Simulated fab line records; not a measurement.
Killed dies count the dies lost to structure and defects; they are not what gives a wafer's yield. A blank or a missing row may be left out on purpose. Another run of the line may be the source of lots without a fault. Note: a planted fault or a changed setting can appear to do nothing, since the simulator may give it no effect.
Matching of chambers | flow sfq line | SFQ_TRILAYER_I7_CMP_CMP_184 on cmp-01 has 4 sister chambers
The step polishes SiO2. 14 wafers are shown with their chamber, then 7 later ones without.

## EACH WAFER AND ITS CHAMBER
wafer  | chamber | motor current A (A) | time to endpoint s (s)
L371.4 | 0       | 8.7                 | 214
L371.1 | 2       | 9.6                 | 217
L371.6 | 1       | 8.9                 | 218
L374.3 | 0       | 8.2                 | 216
L374.5 | 3       | 10.3                | 220
L374.6 | 2       | 9.8                 | 226
L377.4 | 1       | 9.3                 | 215
L377.1 | 3       | 10.2                | 208
L377.5 | 1       | 9.1                 | 215
L384.1 | 2       | 9.9                 | 209
L384.5 | 0       | 8.2                 | 217
L384.6 | 1       | 9.0                 | 215
L389.1 | 3       | 10.0                | 208
L389.5 | 0       | 7.6                 | 202

SIGNATURES (means of the wafers above)
reading            | chamber 0 | chamber 1 | chamber 2 | chamber 3 | scatter within a chamber
motor current A    | 8.175     | 9.075     | 9.767     | 10.167    | 0.281
time to endpoint s | 212.25    | 215.75    | 217.33    | 212.00    | 6.26
Rule: for a wafer and a chamber, the distance is found by dividing, reading by reading, the gap between the wafer's reading and the chamber's mean by the reading's scatter, squaring, summing and taking the root. The wafer belongs to the nearest chamber; if the next one is less than 2 further off, it can't be placed. How the scatter is found: for the shown wafers, subtract from each reading the mean of its chamber, square and add these, divide the total by (wafers less chambers), then take the root.

## WAFERS WITH NO CHAMBER GIVEN
wafer  | motor current A (A) | time to endpoint s (s)
L389.6 | 8.9                 | 217
L392.2 | 8.7                 | 206
L392.4 | 10.3                | 213
L392.5 | 9.4                 | 220
L393.2 | 9.6                 | 209
L393.4 | 10.4                | 214
L393.5 | 8.7                 | 217

## EACH ONE'S CHAMBER
wafer  | from the rows above          | in truth
L389.6 | 1                            | 1
L392.2 | can't be placed: 1 or 0      | 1
L392.4 | can't be placed: 3 or 2      | 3
L392.5 | can't be placed: 1 or 2 or 3 | 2
L393.2 | can't be placed: 2 or 3 or 1 | 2
L393.4 | can't be placed: 3 or 2      | 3
L393.5 | can't be placed: 1 or 0      | 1
Correct placement for 1 of the 7. From these rows, 6 cannot be placed; in 6 the true chamber is one of the candidates. Number placed wrongly: 0.
